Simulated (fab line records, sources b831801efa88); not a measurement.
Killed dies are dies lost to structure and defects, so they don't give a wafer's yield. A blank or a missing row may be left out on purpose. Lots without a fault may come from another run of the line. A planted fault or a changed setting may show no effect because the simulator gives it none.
fab line records | flow sfq_line
record lots=14 wafers=41 last_day=97
route steps=325 shown M5@205
lots that met no fault: from a run of the same line without faults
start_h: hours from the record's first day to the start of the lot's first wafer shown | wait_h: hours since the lot's step before | " the same as in the row above | L1.1+2: a row that stands for several wafers | - no value, or no start given | * or withheld: withheld | < > ~ a bound
route shown NAME@n: a module of which the file shows steps, and the number in the route of the first | usual: mean/standard deviation of fault-free wafers | same: alike in all rows | chamber/n: place in a boat | sites: the reading at each site | _std_site: their standard deviation | _edge_site: outer sites' mean less inner sites' | radius_mm: how far each site lies from the wafer's centre | mask NAME#n: copy n | behind: the tool/chamber that last shaped the wafer | hold: why the lot was held/for how many hours/how that ended | device: the transistor (n, p or np) that didn't switch | end of line: the same wafers' tests at the end of the route | a step without rows: its recipe alone | killed: dies lost to structure and defects at the first sort, not the wafer's yield | map: a wafer's dies, x killed, . not, _ none there
set.NAME: the setting as run; set.NAME@STEP: as run at that earlier step | model.NAME: the simulator's own value behind a step, which no gauge read
steps of the route over a sample of lots; a table a step, a row a wafer
services: from which hour (start_h, from the record's first day; less than 0 if before it) a tool's chamber was out of use, for how many hours, and why
## steps
# step SFQ_TRILAYER_M5_BARC_OPEN_METAL_ETCH_161
# recipe mask_material=PR chemistry=O2 target_depth_nm=125 target=BARC icp_w=600 bias_w=80 pressure_mtorr=10 time_s=41.7
# usual chamber_pressure_mTorr=10.001/0.0084 drypump_motor_current_A=5.7/0.46 oes_product_au=0.685/0.0043
# columns lot.wafer tool chamber start_h wait_h chamber_pressure_mTorr drypump_motor_current_A oes_product_au rf_hours_counter_h
L199.1 rie_metal-01 0 1662.03 0.0 10.009 5.9 0.677 78
L199.2 " 1 " " 9.997 5.4 0.684 53
L199.5 " 1 " " 10.006 5.4 0.688 -
L200.1 rie_metal-01 1 1672.95 0.0 9.991 5.3 0.694 55
L200.2 " 0 " " 9.998 5.9 0.689 79
L200.5 " 0 " " 9.996 5.9 0.682 -
L201.1 rie_metal-02 1 1675.35 0.0 9.995 6.3 0.689 58
L201.5 " 0 " " 10.013 6.0 0.695 -
L201.6 " 1 " " 10.004 6.3 0.680 -
L202.2 rie_metal-03 1 1678.95 0.0 10.004 4.8 0.688 71
L202.3 " 1 " " 10.002 4.8 0.691 -
L202.6 " 1 " " 9.996 4.8 0.693 -
L203.3 rie_metal-01 1 1684.97 0.0 10.001 5.4 0.683 -
L203.4 " 0 " " 10.002 5.9 0.692 -
L203.6 " 0 " " 10.011 5.9 0.683 -
L205.1 rie_metal-03 1 1694.55 0.0 10.007 4.8 0.687 72
L205.3 " 1 " " 10.006 4.8 0.678 -
L205.6 " 1 " " 9.998 4.8 0.677 -
L206.3 rie_metal-01 1 1731.90 0.0 9.996 5.3 0.683 -
L206.4 " 0 " " 9.987 5.9 0.683 -
L206.6 " 1 " " 10.011 5.3 0.679 -
L208.1 rie_metal-01 0 1743.88 0.0 10.000 5.9 0.683 89
L208.2 " 1 " " 10.022 5.3 0.682 65
L208.3 " 0 " " 9.996 5.9 0.685 -
L209.3 rie_metal-01 0 1754.70 0.0 10.006 5.9 0.685 -
L209.5 " 1 " " 9.992 5.4 0.688 -
L209.6 " 0 " " 10.006 5.9 0.685 -
L210.3 rie_metal-02 1 1763.10 0.0 10.003 6.3 0.696 -
L210.4 " 0 " " 9.996 6.1 0.688 -
L210.5 " 1 " " 9.999 6.3 0.689 -
L212.3 rie_metal-03 0 1772.70 0.0 9.976 5.5 0.684 -
L212.4 " 1 " " 10.003 4.8 0.685 -
L212.5 " 0 " " 9.993 5.6 0.682 -
L218.5 rie_metal-03 1 1827.64 0.0 8.006 4.9 0.683 -
L218.6 " 0 " " 9.996 5.6 0.682 -
L221.1 rie_metal-03 0 1833.60 0.0 10.007 5.6 0.685 32
L221.5 " 1 " " 7.990 4.9 0.690 -
L221.6 " 0 " " 9.988 5.6 0.688 -
L222.1 rie_metal-02 1 1834.80 0.0 9.996 6.3 0.692 83
L222.4 " 1 " " 10.011 6.3 0.686 -
L222.6 " 1 " " 9.999 6.3 0.682 -
## services
# columns tool chamber start_h hours kind
rie_metal-03 - 1681.41 1.4 pm
rie_metal-03 - 1699.67 4.3 pm
rie_metal-02 - 1703.21 0.8 repair
rie_metal-03 - 1707.24 0.4 repair
rie_metal-02 1 1724.47 6.1 repair
rie_metal-03 - 1775.99 0.4 repair
## key
first_sign step=SFQ_TRILAYER_M5_BARC_OPEN_METAL_ETCH_161 reading=chamber_pressure_mTorr direction=down sigmas=99+ usual=10.001 struck=7.998
effect none on later readings
met_at SFQ_TRILAYER_M5_BARC_OPEN_METAL_ETCH_161
struck_lots L218,L221
struck_wafers L218.5,L221.5
onset_between 1772.70 1827.64
fault kind=process_parameter_drift tool=rie_metal-03 chamber=1 onset_h=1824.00 steps=SFQ_TRILAYER_M5_BARC_OPEN_METAL_ETCH_161 channel=pressure_mtorr offset=-2 shape=step end_h=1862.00 acts_in=these_recipes_only stated=10
